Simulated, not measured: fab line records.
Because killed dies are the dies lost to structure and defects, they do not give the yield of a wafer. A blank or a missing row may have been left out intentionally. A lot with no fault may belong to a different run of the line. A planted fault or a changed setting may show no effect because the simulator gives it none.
Which tool is to blame? || flow sfq_line || Sampling: 14 lots, 42 wafers, 4 of 325 route steps

== WHAT THE GAUGES READ, wafer by wafer ==
SFQ_M2_RS_MEAS_914: measures by four-point-probe. Usual: for M2_NB_RS the level is 0.892 ohm/sq and the standard deviation is 0.0087.
{"lot": "L136", "measured": "day 23 19:25", "on": "film_metro-01", "M2_NB_RS (ohm/sq)": "0.889 0.898 0.888", "flag": ""}
{"lot": "L137", "measured": "day 24 01:23", "on": "film_metro-02", "M2_NB_RS (ohm/sq)": "0.894 0.867 0.886", "flag": ""}
{"lot": "L139", "measured": "day 24 21:47", "on": "film_metro-02", "M2_NB_RS (ohm/sq)": "0.886 0.886 0.887", "flag": ""}
{"lot": "L140", "measured": "day 25 00:11", "on": "film_metro-02", "M2_NB_RS (ohm/sq)": "0.889 0.894 0.889", "flag": ""}
{"lot": "L142", "measured": "day 25 23:00", "on": "film_metro-02", "M2_NB_RS (ohm/sq)": "0.893 0.894 0.885", "flag": ""}
{"lot": "L143", "measured": "day 26 15:48", "on": "film_metro-02", "M2_NB_RS (ohm/sq)": "0.877 0.888 0.879", "flag": ""}
{"lot": "L145", "measured": "day 27 13:31", "on": "film_metro-02", "M2_NB_RS (ohm/sq)": "0.877 0.892 0.888", "flag": ""}
{"lot": "L146", "measured": "day 28 10:13", "on": "film_metro-01", "M2_NB_RS (ohm/sq)": "0.896 0.894 0.896", "flag": ""}
{"lot": "L147", "measured": "day 29 05:33", "on": "film_metro-02", "M2_NB_RS (ohm/sq)": "0.895 0.897 0.887", "flag": ""}
{"lot": "L150", "measured": "day 30 14:22", "on": "film_metro-01", "M2_NB_RS (ohm/sq)": "0.884 0.895 0.897", "flag": ""}
{"lot": "L153", "measured": "day 30 21:19", "on": "film_metro-02", "M2_NB_RS (ohm/sq)": "0.893 0.896 0.908", "flag": ""}
{"lot": "L155", "measured": "day 31 03:20", "on": "film_metro-03", "M2_NB_RS (ohm/sq)": "0.898 0.884 0.899", "flag": ""}
{"lot": "L158", "measured": "day 31 10:29", "on": "film_metro-01", "M2_NB_RS (ohm/sq)": "0.896 0.889 0.878", "flag": ""}
{"lot": "L159", "measured": "day 33 23:50", "on": "film_metro-03", "M2_NB_RS (ohm/sq)": "0.896 0.893 0.903", "flag": ""}

SFQ_M4_RS_MEAS_924: measures by four-point-probe. Usual: for M4_NB_RS the level is 0.890 ohm/sq and the standard deviation is 0.011.
{"lot": "L136", "measured": "day 43 11:04", "on": "film_metro-02", "M4_NB_RS (ohm/sq)": "0.892 0.883 0.888", "flag": ""}
{"lot": "L137", "measured": "day 43 15:14", "on": "film_metro-02", "M4_NB_RS (ohm/sq)": "0.896 0.901 0.890", "flag": ""}
{"lot": "L139", "measured": "day 44 08:53", "on": "film_metro-02", "M4_NB_RS (ohm/sq)": "0.884 0.896 0.887", "flag": ""}
{"lot": "L140", "measured": "day 44 13:41", "on": "film_metro-03", "M4_NB_RS (ohm/sq)": "0.891 0.889 0.890", "flag": ""}
{"lot": "L142", "measured": "day 45 05:19", "on": "film_metro-01", "M4_NB_RS (ohm/sq)": "0.886 0.895 0.891", "flag": ""}
{"lot": "L143", "measured": "day 45 11:19", "on": "film_metro-02", "M4_NB_RS (ohm/sq)": "0.889 0.893 0.905", "flag": ""}
{"lot": "L145", "measured": "day 46 17:17", "on": "film_metro-03", "M4_NB_RS (ohm/sq)": "0.898 0.893 0.885", "flag": ""}
{"lot": "L146", "measured": "day 48 00:29", "on": "film_metro-02", "M4_NB_RS (ohm/sq)": "0.881 0.891 0.888", "flag": ""}
{"lot": "L147", "measured": "day 48 01:42", "on": "film_metro-02", "M4_NB_RS (ohm/sq)": "0.881 0.878 0.883", "flag": ""}
{"lot": "L150", "measured": "day 48 22:06", "on": "film_metro-01", "M4_NB_RS (ohm/sq)": "0.881 0.902 0.888", "flag": ""}
{"lot": "L153", "measured": "day 49 12:26", "on": "film_metro-03", "M4_NB_RS (ohm/sq)": "1.060 0.884 0.878 1.060 0.887 0.878", "flag": "OFF"}
{"lot": "L155", "measured": "day 49 19:39", "on": "film_metro-01", "M4_NB_RS (ohm/sq)": "0.888 0.882 1.053 0.888 0.882 1.052", "flag": "OFF"}
{"lot": "L158", "measured": "day 50 11:14", "on": "film_metro-01", "M4_NB_RS (ohm/sq)": "0.907 0.912 0.914", "flag": ""}
{"lot": "L159", "measured": "day 51 22:52", "on": "film_metro-01", "M4_NB_RS (ohm/sq)": "0.877 0.888 0.872", "flag": ""}

== TOOL THAT RAN EACH LOT (tool first, then ch and the chambers of the sampled wafers, then the start) ==
{"lot": "L136", "SFQ_TRILAYER_I2_CMP_CMP_064": "cmp-01 ch 1,2,3, day 30 14:31", "SFQ_TRILAYER_M4_DEP_SPUTTER_091": "pvd_sputter-06, day 43 10:57"}
{"lot": "L137", "SFQ_TRILAYER_I2_CMP_CMP_064": "cmp-01 ch 0,1,2, day 30 20:05", "SFQ_TRILAYER_M4_DEP_SPUTTER_091": "pvd_sputter-04, day 43 15:09"}
{"lot": "L139", "SFQ_TRILAYER_I2_CMP_CMP_064": "cmp-02 ch 0,1,2, day 31 15:48", "SFQ_TRILAYER_M4_DEP_SPUTTER_091": "pvd_sputter-05, day 44 08:48"}
{"lot": "L140", "SFQ_TRILAYER_I2_CMP_CMP_064": "cmp-01 ch 0,2,3, day 31 20:47", "SFQ_TRILAYER_M4_DEP_SPUTTER_091": "pvd_sputter-04, day 44 13:36"}
{"lot": "L142", "SFQ_TRILAYER_I2_CMP_CMP_064": "cmp-02 ch 0,1,2, day 33 04:16", "SFQ_TRILAYER_M4_DEP_SPUTTER_091": "pvd_sputter-06, day 45 05:12"}
{"lot": "L143", "SFQ_TRILAYER_I2_CMP_CMP_064": "cmp-01 ch 0,1,2, day 33 15:47", "SFQ_TRILAYER_M4_DEP_SPUTTER_091": "pvd_sputter-05, day 45 11:12"}
{"lot": "L145", "SFQ_TRILAYER_I2_CMP_CMP_064": "cmp-01 ch 0,1, day 34 08:47", "SFQ_TRILAYER_M4_DEP_SPUTTER_091": "pvd_sputter-05, day 46 17:12"}
{"lot": "L146", "SFQ_TRILAYER_I2_CMP_CMP_064": "cmp-02 ch 0,1, day 35 03:09", "SFQ_TRILAYER_M4_DEP_SPUTTER_091": "pvd_sputter-04, day 48 00:24"}
{"lot": "L147", "SFQ_TRILAYER_I2_CMP_CMP_064": "cmp-02 ch 0,2,3, day 35 21:09", "SFQ_TRILAYER_M4_DEP_SPUTTER_091": "pvd_sputter-06, day 48 01:36"}
{"lot": "L150", "SFQ_TRILAYER_I2_CMP_CMP_064": "cmp-02 ch 0,1, day 37 06:09", "SFQ_TRILAYER_M4_DEP_SPUTTER_091": "pvd_sputter-05, day 48 21:59"}
{"lot": "L153", "SFQ_TRILAYER_I2_CMP_CMP_064": "cmp-02 ch 1,2,3, day 37 18:09", "SFQ_TRILAYER_M4_DEP_SPUTTER_091": "pvd_sputter-04, day 49 12:19"}
{"lot": "L155", "SFQ_TRILAYER_I2_CMP_CMP_064": "cmp-01 ch 0,3, day 38 00:05", "SFQ_TRILAYER_M4_DEP_SPUTTER_091": "pvd_sputter-04, day 49 19:31"}
{"lot": "L158", "SFQ_TRILAYER_I2_CMP_CMP_064": "cmp-01 ch 0,1,2, day 38 09:05", "SFQ_TRILAYER_M4_DEP_SPUTTER_091": "pvd_sputter-05, day 50 11:07"}
{"lot": "L159", "SFQ_TRILAYER_I2_CMP_CMP_064": "cmp-02 ch 0,3, day 40 09:09", "SFQ_TRILAYER_M4_DEP_SPUTTER_091": "pvd_sputter-06, day 51 22:46"}
- SFQ_TRILAYER_I2_CMP_CMP_064: polishes SiO2.
- SFQ_TRILAYER_M4_DEP_SPUTTER_091: material Nb, target thk 200 nm, time 133.3 s.

== WHAT THE TOOLS THEMSELVES READ (means of the sampled wafers that have a number; where no wafer has one, the mark that the record gives instead) ==
SFQ_TRILAYER_I2_CMP_CMP_064. Usual: motor_current_A 10.3 A, standard deviation 1.2; time_to_endpoint_s 210 s, standard deviation 8.
{"lot": "L136", "tool": "cmp-01", "motor_current_A (A)": 10.8, "time_to_endpoint_s (s)": 212, "flag": ""}
{"lot": "L137", "tool": "cmp-01", "motor_current_A (A)": 10.7, "time_to_endpoint_s (s)": 213, "flag": ""}
{"lot": "L139", "tool": "cmp-02", "motor_current_A (A)": 9.3, "time_to_endpoint_s (s)": 208, "flag": ""}
{"lot": "L140", "tool": "cmp-01", "motor_current_A (A)": 11.4, "time_to_endpoint_s (s)": 216, "flag": ""}
{"lot": "L142", "tool": "cmp-02", "motor_current_A (A)": 9.4, "time_to_endpoint_s (s)": 209, "flag": ""}
{"lot": "L143", "tool": "cmp-01", "motor_current_A (A)": 11.0, "time_to_endpoint_s (s)": 209, "flag": ""}
{"lot": "L145", "tool": "cmp-01", "motor_current_A (A)": 11.0, "time_to_endpoint_s (s)": 213, "flag": ""}
{"lot": "L146", "tool": "cmp-02", "motor_current_A (A)": 9.7, "time_to_endpoint_s (s)": 205, "flag": ""}
{"lot": "L147", "tool": "cmp-02", "motor_current_A (A)": 9.9, "time_to_endpoint_s (s)": 206, "flag": ""}
{"lot": "L150", "tool": "cmp-02", "motor_current_A (A)": 9.6, "time_to_endpoint_s (s)": 216, "flag": ""}
{"lot": "L153", "tool": "cmp-02", "motor_current_A (A)": 9.6, "time_to_endpoint_s (s)": 205, "flag": ""}
{"lot": "L155", "tool": "cmp-01", "motor_current_A (A)": 12.0, "time_to_endpoint_s (s)": 221, "flag": ""}
{"lot": "L158", "tool": "cmp-01", "motor_current_A (A)": 11.1, "time_to_endpoint_s (s)": 210, "flag": ""}
{"lot": "L159", "tool": "cmp-02", "motor_current_A (A)": 10.9, "time_to_endpoint_s (s)": 211, "flag": ""}

SFQ_TRILAYER_M4_DEP_SPUTTER_091. Usual: throttle_valve_pct at 30.3 %, with a standard deviation of 1.
{"lot": "L136", "tool": "pvd_sputter-06", "throttle_valve_pct (%)": 30.3, "flag": ""}
{"lot": "L137", "tool": "pvd_sputter-04", "throttle_valve_pct (%)": 30.5, "flag": ""}
{"lot": "L139", "tool": "pvd_sputter-05", "throttle_valve_pct (%)": 30.0, "flag": ""}
{"lot": "L140", "tool": "pvd_sputter-04", "throttle_valve_pct (%)": 30.5, "flag": ""}
{"lot": "L142", "tool": "pvd_sputter-06", "throttle_valve_pct (%)": 30.8, "flag": ""}
{"lot": "L143", "tool": "pvd_sputter-05", "throttle_valve_pct (%)": 30.9, "flag": ""}
{"lot": "L145", "tool": "pvd_sputter-05", "throttle_valve_pct (%)": 31.0, "flag": ""}
{"lot": "L146", "tool": "pvd_sputter-04", "throttle_valve_pct (%)": 30.0, "flag": ""}
{"lot": "L147", "tool": "pvd_sputter-06", "throttle_valve_pct (%)": 30.9, "flag": ""}
{"lot": "L150", "tool": "pvd_sputter-05", "throttle_valve_pct (%)": 30.9, "flag": ""}
{"lot": "L153", "tool": "pvd_sputter-04", "throttle_valve_pct (%)": 30.1, "flag": ""}
{"lot": "L155", "tool": "pvd_sputter-04", "throttle_valve_pct (%)": 30.3, "flag": ""}
{"lot": "L158", "tool": "pvd_sputter-05", "throttle_valve_pct (%)": 29.7, "flag": ""}
{"lot": "L159", "tool": "pvd_sputter-06", "throttle_valve_pct (%)": 30.2, "flag": ""}

== THE ANSWER, worked out from the rows above alone ==
Rule: a lot is off if the mean of its wafers that have a number lies more than 3 standard deviations from the usual mean. A lot without any number at a reading at which 4 lots or more have one is off too. Any other lot the step has rows for is counted as sound. First the gauges in route order, then the tools' own readings, where a lot's mean is used as printed above. At the first step where some lot is off, the reading lying furthest off is the one used; lots without a number count as furthest.
Off: L153, L155, at SFQ_M4_RS_MEAS_924 (M4_NB_RS).
If a tool, at a process step before that reading, ran all the lots that are off and no sound lot after the first of them, it fits. The gauges at SFQ_M4_RS_MEAS_924 are tried like those tools. One fits: SFQ_TRILAYER_M4_DEP_SPUTTER_091 on pvd_sputter-04. A fault onset in the window from L146 (day 48 00:24, its last sound lot) to L153 (day 49 12:19, its first lot off) fits.

== WHAT THE SIMULATOR HAD PUT IN ==
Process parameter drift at SFQ_TRILAYER_M4_DEP_SPUTTER_091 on pvd_sputter-04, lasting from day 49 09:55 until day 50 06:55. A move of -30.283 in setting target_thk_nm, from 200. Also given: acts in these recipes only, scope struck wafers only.
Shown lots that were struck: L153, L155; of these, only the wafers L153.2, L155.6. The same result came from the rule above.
